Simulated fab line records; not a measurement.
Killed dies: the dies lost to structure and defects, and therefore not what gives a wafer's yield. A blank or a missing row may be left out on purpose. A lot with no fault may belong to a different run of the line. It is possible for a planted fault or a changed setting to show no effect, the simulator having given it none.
fab line records	flow sky130
record: lots: 13	wafers: 38	last_day: 51
route steps=708 shown NWELL@67 PWDE@84 PAD_OPEN@708
lots that met no fault: taken from a fault-free run of the same line
start_h: the number of hours between the record's first day and the start of the first shown wafer of the lot	wait_h: hours since the lot's step before	" repeats the value in the row above	L1.1+2: several wafers, shown together as one row	- either no value or no given start	* or withheld: withheld	< > ~ a bound
route shown NAME@n: names a module that has steps shown in the file, with the first one's number in the route	usual: mean and standard deviation over wafers with no fault	same: alike in all rows	chamber/n: place in a boat	sites: readings site by site	_std_site: standard deviation of those values	_edge_site: outer sites' mean less inner sites'	radius_mm: for every site, how far away it sits from the centre of the wafer	mask NAME#n: copy n	behind: the most recent tool/chamber to have shaped the wafer	hold: the reason the lot was held/the length of the hold in hours/how it ended	device: which transistor (n, p or np) failed to switch	end of line: tests of these same wafers at the route's end	step lacking rows: just its recipe	killed: at the first sort, the dies lost to defects and structure; wafer yield is something else	map: a wafer's dies, x killed, . not, _ none there
set.NAME: the run value of the setting; set.NAME@STEP: its run value at that earlier step	model.NAME: the simulator's own value behind a step, which no gauge read
steps of the route over a sample of lots; a table a step, a row a wafer
services: from which hour (start_h, from the record's first day; less than 0 if before it) a tool's chamber was out of use, for how many hours, and why
== steps ==
step: SKY_NWELL_STRIP_14
recipe: chemistry: O2/N2	power_w: 1400	pressure_mtorr: 1500	platen_temp_c: withheld	o2_flow_sccm: 3000	n2_flow_sccm: 300	overash_fraction: 0.5
usual: drypump_motor_current_A: 5.2/0.44	o2_flow_sccm: 3000/9.8	oes_product_au: 0.722/0.0047	strip_time_to_endpoint_s: 36.93/0.096
same: overash_fraction: 0.5
lot.wafer	tool	chamber	start_h	wait_h	drypump_motor_current_A	o2_flow_sccm	oes_product_au	rf_hours_counter_h	strip_time_to_endpoint_s
L506.2	plasma_asher-02	0	91.65	0.1	5.1	3006	0.724	28	36.92
L506.3	"	0	"	"	5.1	3002	0.718	-	36.80
L506.4	"	1	"	"	5.4	3003	0.730	-	36.88
L508.1	plasma_asher-01	0	100.70	0.1	5.9	2991	0.712	41	37.06
L508.2	"	1	"	"	4.6	3003	0.730	41	37.08
L508.3	"	0	"	"	5.9	3001	0.726	-	37.00
L511.2	plasma_asher-04	1	123.65	0.1	5.2	2999	0.727	43	36.99
L511.4	"	1	"	"	5.2	3008	0.714	-	37.04
L511.6	"	1	"	"	5.2	2998	0.715	-	36.99
L512.4	plasma_asher-01	1	133.69	0.1	4.6	2992	0.718	-	37.00
L512.5	"	0	"	"	5.9	2982	0.717	-	37.07
L512.6	"	1	"	"	4.6	3005	0.719	-	36.94
L513.2	plasma_asher-04	0	137.05	0.1	4.9	2998	0.711	44	37.05
L513.4	"	0	"	"	4.9	3015	0.724	-	36.97
L513.6	"	0	"	"	4.9	2990	0.729	-	36.82
L514.1	plasma_asher-04	1	140.50	0.1	5.2	3002	0.724	44	36.82
L514.3	"	1	"	"	5.2	3020	0.719	-	36.91
L514.5	"	0	"	"	4.9	2991	0.733	-	36.86
L519.2	plasma_asher-02	1	165.10	0.1	5.4	2979	0.720	36	36.98
L519.4	"	0	"	"	5.1	3009	0.730	-	36.99
L522.1	plasma_asher-02	0	179.95	0.1	5.1	2997	0.719	37	36.93
L522.4	"	1	"	"	5.4	2993	0.721	-	36.85
L522.5	"	0	"	"	5.1	2993	0.719	-	36.84
L523.3	plasma_asher-01	1	186.89	0.1	4.7	3007	0.725	-	36.93
L523.4	"	0	"	"	5.9	2999	0.720	-	36.80
L523.6	"	1	"	"	4.6	3004	0.714	-	37.00
L524.2	plasma_asher-02	1	198.60	0.1	5.4	3016	0.725	39	36.86
L524.4	"	1	"	"	5.4	3016	0.729	-	36.97
L524.6	"	1	"	"	5.4	3019	0.728	-	36.83
L525.1	plasma_asher-01	0	214.95	0.1	5.9	3014	0.721	9	36.79
L525.2	"	1	"	"	4.6	3013	0.725	9	36.78
L525.6	"	1	"	"	4.7	3014	0.721	-	36.68
L527.1	plasma_asher-01	1	219.45	0.1	4.6	3007	0.719	10	37.04
L527.3	"	1	"	"	4.6	3003	0.719	-	36.89
L527.6	"	1	"	"	4.6	2997	0.720	-	36.83
L528.4	plasma_asher-01	1	227.68	0.1	4.6	2989	0.723	-	36.79
L528.5	"	1	"	"	4.6	2994	0.728	-	36.86
L528.6	"	0	"	"	5.9	3008	0.712	-	36.75
step: SKY_NWELL_DEVELOP_22
recipe: wall_angle_deg: 90	developer: TMAH	develop_time_s: 60	dev_temp_c: 23
lot.wafer	tool	chamber	start_h	wait_h
L506.2+3+4	litho_track-03	0	108	-
L508.1+2+3	litho_track-01	0	117	-
L511.2+4+6	litho_track-01	0	142	-
L512.4+5+6	litho_track-03	0	151	-
L513.2+4+6	litho_track-01	0	155	-
L514.1+3+5	litho_track-04	0	158	-
L519.2+4	litho_track-01	0	185	-
L522.1+4+5	litho_track-01	0	201	-
L523.3+4+6	litho_track-03	0	208	-
L524.2+4+6	litho_track-04	0	220	-
L525.1+2+6	litho_track-03	0	237	-
L527.1+3+6	litho_track-03	0	241	-
L528.4+5+6	litho_track-04	0	250	-
step: SKY_NWELL_OVL_MEAS_23
usual: NWELL_01_OVL: 1.3/1.3
lot.wafer	tool	chamber	start_h	wait_h	NWELL_01_OVL[nm]
L506.2	overlay-02	-	109.02	-	1.4
L506.3	"	-	"	"	2.7
L506.4	"	-	"	"	1.9
L508.1	overlay-01	-	117.76	-	0.3
L508.2	"	-	"	"	-1.7
L508.3	"	-	"	"	-0.1
L511.2	overlay-01	-	142.42	-	2.6
L511.4	"	-	"	"	3.3
L511.6	"	-	"	"	1.6
L512.4	overlay-02	-	151.73	-	0.5
L512.5	"	-	"	"	0.9
L512.6	"	-	"	"	1.9
L513.2	overlay-02	-	155.27	-	5.6
L513.4	"	-	"	"	4.6
L513.6	"	-	"	"	3.5
L514.1	overlay-02	-	158.77	-	0.3
L514.3	"	-	"	"	-0.6
L514.5	"	-	"	"	3.3
L519.2	overlay-02	-	185.72	-	-
L519.4	"	-	"	"	-
L522.1	overlay-01	-	201.41	-	1.0
L522.4	"	-	"	"	-
L522.5	"	-	"	"	0.7
L523.3	overlay-02	-	208.32	-	-2.8
L523.4	"	-	"	"	0.5
L523.6	"	-	"	"	0.6
L524.2	overlay-02	-	221.02	-	1.3
L524.4	"	-	"	"	-1.5
L524.6	"	-	"	"	1.3
L525.1	overlay-02	-	237.61	-	1.3
L525.2	"	-	"	"	1.1
L525.6	"	-	"	"	2.1
L527.1	overlay-01	-	242.06	-	0.7
L527.3	"	-	"	"	0.2
L527.6	"	-	"	"	0.7
L528.4	overlay-02	-	250.38	-	0.5
L528.5	"	-	"	"	2.1
L528.6	"	-	"	"	-0.3
step: SKY_NWELL_RTA_28
recipe: temp_c: 1050	time_s: 30	idle_temp_c: 650	ramp_up_c_per_s: 150	ramp_down_c_per_s: 90	ambient: N2
usual: lamp_power_pct: 25.30/0.051	wafer_temp_C_max: 1054.9/0.95
lot.wafer	tool	chamber	start_h	wait_h	lamp_power_pct	wafer_temp_C_max
L506.2	rtp_anneal-02	0	109.43	0.0	25.29	1054.9
L506.3	"	0	"	"	25.32	1055.3
L506.4	"	0	"	"	25.27	1054.3
L508.1	rtp_anneal-01	0	118.16	0.0	25.30	1054.4
L508.2	"	0	"	"	25.36	1054.8
L508.3	"	0	"	"	25.29	1053.8
L511.2	rtp_anneal-01	0	142.82	0.0	25.39	1055.2
L511.4	"	0	"	"	25.30	1054.1
L511.6	"	0	"	"	25.42	1053.9
L512.4	rtp_anneal-02	0	152.21	0.1	25.41	1054.8
L512.5	"	0	"	"	25.29	1058.1
L512.6	"	0	"	"	25.40	1054.5
L513.2	rtp_anneal-02	0	155.68	0.0	25.22	1055.8
L513.4	"	0	"	"	25.24	1055.1
L513.6	"	0	"	"	25.29	1053.8
L514.1	rtp_anneal-02	0	159.32	0.0	25.26	1054.2
L514.3	"	0	"	"	25.30	1055.2
L514.5	"	0	"	"	25.23	1056.3
L519.2	rtp_anneal-01	0	186.12	0.0	25.35	1053.9
L519.4	"	0	"	"	25.29	1054.5
L522.1	rtp_anneal-02	0	201.81	0.0	25.30	1055.3
L522.4	"	0	"	"	25.25	1054.3
L522.5	"	0	"	"	25.31	1056.0
L523.3	rtp_anneal-01	0	208.79	0.0	25.26	1054.7
L523.4	"	0	"	"	25.33	1055.2
L523.6	"	0	"	"	25.31	1053.9
L524.2	rtp_anneal-02	0	221.43	0.0	25.20	1053.5
L524.4	"	0	"	"	25.35	1055.4
L524.6	"	0	"	"	25.17	1054.5
L525.1	rtp_anneal-02	0	238.01	0.0	25.40	1055.0
L525.2	"	0	"	"	25.37	1053.6
L525.6	"	0	"	"	25.31	1055.2
L527.1	rtp_anneal-01	0	242.46	0.0	25.36	1055.4
L527.3	"	0	"	"	25.24	1054.2
L527.6	"	0	"	"	25.29	1055.2
L528.4	rtp_anneal-01	0	250.82	0.1	25.28	1054.6
L528.5	"	0	"	"	25.23	1055.6
L528.6	"	0	"	"	25.25	1055.4
step: SKY_NWELL_RS_MEAS_31
recipe: thk_meas_gauge: four-point-probe
usual: PWDE_RS: 5274/15
lot.wafer	tool	chamber	start_h	wait_h	PWDE_RS[ohm/sq]
L506.2	film_metro-01	-	109.77	0.1	5238
L506.3	"	-	"	"	5247
L506.4	"	-	"	"	5235
L508.1	film_metro-01	-	118.50	0.1	5280
L508.2	"	-	"	"	5280
L508.3	"	-	"	"	5273
L511.2	film_metro-01	-	143.17	0.1	5270
L511.4	"	-	"	"	5272
L511.6	"	-	"	"	5287
L512.4	film_metro-01	-	152.56	0.1	5280
L512.5	"	-	"	"	5287
L512.6	"	-	"	"	5283
L513.2	film_metro-01	-	156.02	0.1	5267
L513.4	"	-	"	"	5264
L513.6	"	-	"	"	5265
L514.1	film_metro-04	-	159.66	0.1	5268
L514.3	"	-	"	"	5285
L514.5	"	-	"	"	5278
L519.2	film_metro-01	-	186.47	0.1	5254
L519.4	"	-	"	"	5257
L522.1	film_metro-01	-	202.15	0.1	5270
L522.4	"	-	"	"	5259
L522.5	"	-	"	"	5257
L523.3	film_metro-04	-	209.14	0.1	5286
L523.4	"	-	"	"	5294
L523.6	"	-	"	"	5293
L524.2	film_metro-01	-	221.77	0.1	5292
L524.4	"	-	"	"	5275
L524.6	"	-	"	"	5268
L525.1	film_metro-04	-	238.35	0.1	5301
L525.2	"	-	"	"	5286
L525.6	"	-	"	"	5304
L527.1	film_metro-01	-	242.80	0.1	5264
L527.3	"	-	"	"	5273
L527.6	"	-	"	"	5250
L528.4	film_metro-01	-	251.17	0.1	5251
L528.5	"	-	"	"	5259
L528.6	"	-	"	"	5275
step: SKY_PAD_OPEN_PROBE_99
usual: killed_at_M0_to_M3: 43/6	killed_at_M4_up: 3.2/1.9	killed_at_contacts: 25/5.4	killed_at_front_end: 15/4.5	killed_at_other: 0.3/0.59	killed_dies: 87/8.7	killed_on_rim: 17/3.5	killed_open: 47/6.7	killed_short: 39/5.7
same: gross_dies: 492	killed_at_back_side: 0
lot.wafer	tool	chamber	start_h	wait_h	hold	killed_at_M0_to_M3	killed_at_M4_up	killed_at_contacts	killed_at_front_end	killed_at_other	killed_dies	killed_on_rim	killed_open	killed_short
L506.2	prober-02	-	1086.79	0.1	-	47	5	18	16	1	87	14	41	45
L506.3	prober-02	-	1086.84	0.2	-	43	3	29	19	0	94	14	59	35
L506.4	prober-02	-	1086.89	0.2	-	45	2	32	14	0	93	20	53	40
L508.1	prober-02	-	1102.69	0.1	-	36	4	25	17	0	82	18	44	37
L508.2	prober-02	-	1102.74	0.1	-	44	4	24	20	0	92	19	54	37
L508.3	prober-02	-	1102.79	0.2	-	47	6	29	23	0	105	22	61	44
L513.2	prober-01	-	1135.46	0.1	-	38	1	24	19	0	82	18	41	41
L513.4	prober-01	-	1135.56	0.2	-	34	1	26	17	1	79	14	38	41
L513.6	prober-01	-	1135.66	0.2	-	45	6	36	20	0	107	21	58	49
L519.2	prober-01	-	1166.48	0.1	await_dispo/7.2h/release	49	1	30	412	0	492	96	64	31
L519.4	prober-01	-	1166.58	0.2	await_dispo/7.2h/release	54	1	27	409	1	492	96	64	34
L522.1	prober-02	-	1179.03	0.1	await_dispo/5.4h/release	39	2	28	7	0	76	13	41	35
L522.4	prober-02	-	1179.18	0.2	await_dispo/5.4h/release	53	6	35	398	0	492	96	52	58
L522.5	prober-02	-	1179.23	0.2	await_dispo/5.4h/release	41	1	22	15	0	79	13	42	37
L523.3	prober-01	-	1188.29	0.2	-	34	1	28	16	0	79	15	43	36
L523.4	prober-01	-	1188.34	0.2	-	39	6	23	27	0	95	16	44	51
L523.6	prober-01	-	1188.44	0.2	-	48	2	17	26	2	95	21	57	38
L524.2	prober-02	-	1194.03	0.1	-	45	2	25	13	0	85	23	44	41
L524.4	prober-02	-	1194.13	0.2	-	47	2	22	19	0	90	20	47	42
L524.6	prober-02	-	1194.23	0.2	-	44	1	22	15	0	82	19	44	36
killed by level:class
L506.2 VIA1:geometric_particle:open=9 VIA2:geometric_particle:open=8 VIA3:geometric_particle:open=8 METAL3:geometric_particle:short=7 FIELD_ISO:geometric_particle:short=5 LI_CONTACT:geometric_particle:open=5 CONTACT:geometric_particle:short=5 VIA1:geometric_particle:short=5
L506.3 VIA1:geometric_particle:open=13 CONTACT:geometric_particle:open=10 VIA2:geometric_particle:open=7 FIELD_ISO:geometric_particle:open=6 LI_CONTACT:geometric_particle:open=6 LOCAL_INTERCONNECT:geometric_particle:short=6 CONTACT:geometric_particle:short=4 VIA3:geometric_particle:open=4
L506.4 VIA1:geometric_particle:open=10 VIA2:geometric_particle:open=10 LI_CONTACT:geometric_particle:open=8 LOCAL_INTERCONNECT:geometric_particle:short=7 CONTACT:geometric_particle:short=7 CONTACT:geometric_particle:open=7 VIA3:geometric_particle:open=7 METAL2:geometric_particle:short=5
L508.1 VIA1:geometric_particle:open=10 CONTACT:geometric_particle:open=10 VIA3:geometric_particle:open=7 CONTACT:geometric_particle:short=6 FIELD_ISO:geometric_particle:open=5 FIELD_ISO:geometric_particle:short=5 POLY_GATE:geometric_particle:short=4 LI_CONTACT:geometric_particle:open=4
L508.2 VIA1:geometric_particle:open=13 LI_CONTACT:geometric_particle:open=8 CONTACT:geometric_particle:open=8 POLY_GATE:geometric_particle:open=5 VIA1:geometric_particle:short=5 VIA2:geometric_particle:open=5 METAL2:geometric_particle:short=4 METAL3:geometric_particle:short=4
L508.3 CONTACT:geometric_particle:open=13 VIA1:geometric_particle:open=11 LI_CONTACT:geometric_particle:open=7 METAL1:geometric_particle:short=7 VIA3:geometric_particle:open=6 CONTACT:geometric_particle:short=6 POLY_GATE:geometric_particle:open=5 VIA2:geometric_particle:open=5
L513.2 CONTACT:geometric_particle:open=8 FIELD_ISO:geometric_particle:short=7 METAL2:geometric_particle:short=6 LI_CONTACT:geometric_particle:open=6 LOCAL_INTERCONNECT:geometric_particle:short=5 VIA1:geometric_particle:open=5 FIELD_ISO:geometric_particle:open=4 CONTACT:geometric_particle:short=4
L513.4 CONTACT:geometric_particle:short=7 CONTACT:geometric_particle:open=7 VIA3:geometric_particle:open=6 LI_CONTACT:geometric_particle:open=5 VIA2:geometric_particle:open=5 FIELD_ISO:geometric_particle:open=4 LOCAL_INTERCONNECT:geometric_particle:short=4 POLY_GATE:geometric_particle:short=4
L513.6 CONTACT:geometric_particle:open=11 VIA2:geometric_particle:open=10 VIA1:geometric_particle:open=9 FIELD_ISO:geometric_particle:open=7 LI_CONTACT:geometric_particle:open=7 METAL2:geometric_particle:short=7 LOCAL_INTERCONNECT:geometric_particle:short=6 CONTACT:geometric_particle:short=6
L519.2 NWELL:area_develop=396 CONTACT:geometric_particle:open=17 VIA1:geometric_particle:open=12 VIA2:geometric_particle:open=8 VIA3:geometric_particle:open=8 FIELD_ISO:geometric_particle:open=4 POLY_GATE:geometric_particle:open=4 LI_CONTACT:geometric_particle:open=4
L519.4 NWELL:area_develop=394 VIA1:geometric_particle:open=18 CONTACT:geometric_particle:open=13 VIA2:geometric_particle:open=12 LI_CONTACT:geometric_particle:open=6 VIA1:geometric_particle:short=6 METAL1:geometric_particle:short=5 FIELD_ISO:geometric_particle:open=4
L522.1 LI_CONTACT:geometric_particle:open=12 CONTACT:geometric_particle:short=6 CONTACT:geometric_particle:open=5 METAL2:geometric_particle:short=5 VIA2:geometric_particle:open=5 VIA3:geometric_particle:open=5 METAL1:geometric_particle:open=4 METAL1:geometric_particle:short=4
L522.4 NWELL:area_develop=382 VIA3:geometric_particle:open=11 LI_CONTACT:geometric_particle:open=10 VIA2:geometric_particle:open=9 CONTACT:geometric_particle:short=8 METAL2:geometric_particle:short=8 CONTACT:geometric_particle:open=7 METAL1:geometric_particle:short=7
L522.5 VIA1:geometric_particle:open=12 LI_CONTACT:geometric_particle:open=8 METAL2:geometric_particle:short=6 CONTACT:geometric_particle:open=5 FIELD_ISO:geometric_particle:short=4 CONTACT:geometric_particle:short=4 VIA2:geometric_particle:short=4 VIA2:geometric_particle:open=4
L523.3 CONTACT:geometric_particle:open=13 VIA1:geometric_particle:open=9 LI_CONTACT:geometric_particle:open=6 POLY_GATE:geometric_particle:open=5 VIA1:geometric_particle:short=5 METAL1:geometric_particle:short=5 VIA3:geometric_particle:open=5 POLY_GATE:geometric_particle:short=4
L523.4 FIELD_ISO:geometric_particle:open=9 POLY_GATE:geometric_particle:short=8 VIA1:geometric_particle:open=8 VIA1:geometric_particle:short=7 CONTACT:geometric_particle:open=7 METAL2:geometric_particle:short=7 FIELD_ISO:geometric_particle:short=6 METAL4:geometric_particle:short=6
L523.6 VIA1:geometric_particle:open=12 FIELD_ISO:geometric_particle:open=8 POLY_GATE:geometric_particle:open=8 CONTACT:geometric_particle:open=7 METAL1:geometric_particle:short=7 VIA1:geometric_particle:short=6 FIELD_ISO:geometric_particle:short=5 VIA3:geometric_particle:open=5
L524.2 VIA1:geometric_particle:open=14 CONTACT:geometric_particle:open=10 VIA1:geometric_particle:short=9 CONTACT:geometric_particle:short=6 POLY_GATE:geometric_particle:short=5 POLY_GATE:geometric_particle:open=4 METAL1:geometric_particle:open=4 VIA3:geometric_particle:open=4
L524.4 CONTACT:geometric_particle:open=11 VIA2:geometric_particle:open=10 VIA3:geometric_particle:open=7 METAL1:geometric_particle:short=6 VIA1:geometric_particle:open=6 VIA1:geometric_particle:short=6 METAL2:geometric_particle:short=6 FIELD_ISO:geometric_particle:open=5
L524.6 VIA2:geometric_particle:open=10 LI_CONTACT:geometric_particle:open=7 CONTACT:geometric_particle:short=7 VIA1:geometric_particle:short=7 VIA1:geometric_particle:open=6 CONTACT:geometric_particle:open=5 METAL2:geometric_particle:short=5 VIA3:geometric_particle:open=5
== services ==
tool	chamber	start_h	hours	kind
plasma_asher-04	-	105.34	0.3	repair
plasma_asher-01	-	108.75	9.0	pm
plasma_asher-01	0	108.75	9.0	vent_cycle
plasma_asher-01	1	108.75	9.0	vent_cycle
plasma_asher-01	0	117.75	-	clean
plasma_asher-01	1	117.75	-	clean
plasma_asher-04	-	126.24	2.8	pm
plasma_asher-01	-	144.23	0.8	repair
litho_track-03	-	147.87	-	consumable_replace:filter
== key ==
first_sign: step: SKY_NWELL_OVL_MEAS_23	reading: NWELL_01_OVL	direction: missing
effect: step: SKY_PAD_OPEN_PROBE_99	reading: killed_at_front_end	direction: up	sigmas: 87	usual: 15	struck: 406
more_kills_born_at: SKY_NWELL_DEVELOP_22@litho_track-01: 1172
met_at SKY_NWELL_DEVELOP_22
struck_lots L519,L522
struck_wafers L519.2,L519.4,L522.4
tester_left_out L519,L522
not_acting_at SKY_NWELL_STRIP_14,SKY_NWELL_RTA_28,SKY_NWELL_RS_MEAS_31
onset_between 155 185
fault: kind: process_parameter_drift	tool: litho_track-01	chamber: -	onset_h: 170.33	steps: SKY_NWELL_DEVELOP_22	channel: develop_time_s	offset: *	shape: step	end_h: 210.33	scope: struck_wafers_only	acts_in: *	stated: *
tester_left_out: of these lots the tester's yield and bins aren't shown, on N5 and GAA mostly nor the transistor test; their killed dies are dies lost to structure and defects alone, not to doping, threshold or leakage, so they don't give the yield
